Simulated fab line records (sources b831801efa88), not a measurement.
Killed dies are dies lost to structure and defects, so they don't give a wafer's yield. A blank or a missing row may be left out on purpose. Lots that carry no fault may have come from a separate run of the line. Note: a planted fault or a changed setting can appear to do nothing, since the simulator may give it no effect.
Problem report in the 8D (eight disciplines) form, filled by code -- flow sky130 -- the parts of the form that need people (team, actions taken, sign-off) are left out

## 1. THE PROBLEM
CAPM_TIN_RS at SKY_CAPM_RS_MEAS_03 reads a mean of 8.06 ohm/sq on 2 wafers of 2 lots; wafers without a fault read 6.62 ohm/sq with a standard deviation of 0.066. That puts it +22 standard deviations away from the usual mean.
The step: measures by four-point-probe.
First seen on wafer L490.2, day 40 20:31, on film metro-03. Wafers with a number at this step in the record: 30, from 10 lots. Rule for "out" (also "out of limits"): further than 4 standard deviations from the usual mean. The other wafers with a number count as sound.

## 2. WHAT IT IS; WHAT IT IS NOT
question,is,is not
which readings at this step,CAPM_TIN_RS,-
which lots,"L490, L491","L479, L482, L486, L496, L497, L498, L499, L501"
which wafers of those lots,"L490.2, L491.1","L490.4, L490.6, L491.2, L491.5"
read on which gauges,"film metro-01, film metro-03",film metro-02
when,from day 40 20:31,"up to then (11 sound wafers); but 17 sound wafers of L491, L496, L497, L498, L499, L501 came after"

## 3. THE SUSPECTS, EACH WITH WHAT RULES IT OUT
Counting: a tool at a process step up to the reading stays a suspect if it ran every lot that is out. Sound lots after the first of them don't rule it out here, since some wafers of a struck lot are sound.
- the gauge at SKY_CAPM_RS_MEAS_03: ruled out. The wafers that are out were read on 2 gauges (film metro-01, film metro-03).
- pecvd-02 at SKY_CAPM_CVD_00 (deposits SiO2, target thk 15.5 nm): kept. It processed each lot that is out (first: L490, day 40 20:18); up to then, its last sound lot is L482 (day 38 16:44).
- pvd sputter-03 at SKY_CAPM_SPUTTER_02 (material TiN, target thk 200 nm, time 174.4 s): kept. It processed each lot that is out (first: L490, day 40 20:23); up to then, its last sound lot is L486 (day 39 21:07).
After counting, pecvd-02 at SKY_CAPM_CVD_00 and pvd sputter-03 at SKY_CAPM_SPUTTER_02 remain.

## 4. THE CAUSE (what the simulator had put in)
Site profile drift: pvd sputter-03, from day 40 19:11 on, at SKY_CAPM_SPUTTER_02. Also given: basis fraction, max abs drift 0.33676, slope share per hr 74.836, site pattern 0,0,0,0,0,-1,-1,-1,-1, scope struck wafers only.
Counting leaves 2 suspects; this tool is one of them.

## 5. THE EFFECT CHAIN, in route order
Rows list readings where the struck wafers' mean (over those with a number) sits beyond 3 standard deviations from the usual. Scope: only readings with a usual standard deviation given in the record; hours: median across lots of the time from each lot's start at the first step in this table that gives one to its start at this step; sigmas: change in usual standard deviations.
hours,step,reading,usual,on struck wafers,change,sigmas
0,SKY_CAPM_RS_MEAS_03,CAPM_TIN_RS,6.62 ohm/sq,8.06,+1.44,+22
0,SKY_CAPM_THK_MEAS_04,CAPM_TIN_THK,206.5 nm,176.8,-29.7,-15
24,SKY_CAPM_METAL_ETCH_13,oes product au,0.966 a.u.,0.880,-0.086,-13
24,SKY_CAPM_METAL_ETCH_13,throttle valve pct,21.886 %,21.938,+0.052,+5.3
Its process steps:
- SKY_CAPM_METAL_ETCH_13: etches TiN in Cl2/BCl3, stops on SiO2, target depth 220 nm, time 62.9 s.

## 6. HOW IT WOULD HAVE BEEN CAUGHT EARLIER
In this record the first reading out of limits at a measuring or inspecting step was taken at day 40 20:31, 1 hour after the fault began at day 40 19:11.
Of the tool readings at SKY_CAPM_SPUTTER_02 for which the record gives a usual standard deviation, none was out on any struck wafer, so an alarm limit of 4 standard deviations on them would not have fired.
Lots out: 2; of these, L491 started SKY_CAPM_SPUTTER_02 on pvd sputter-03 after day 40 20:31. Had the tool been put on hold then, it would have been spared.
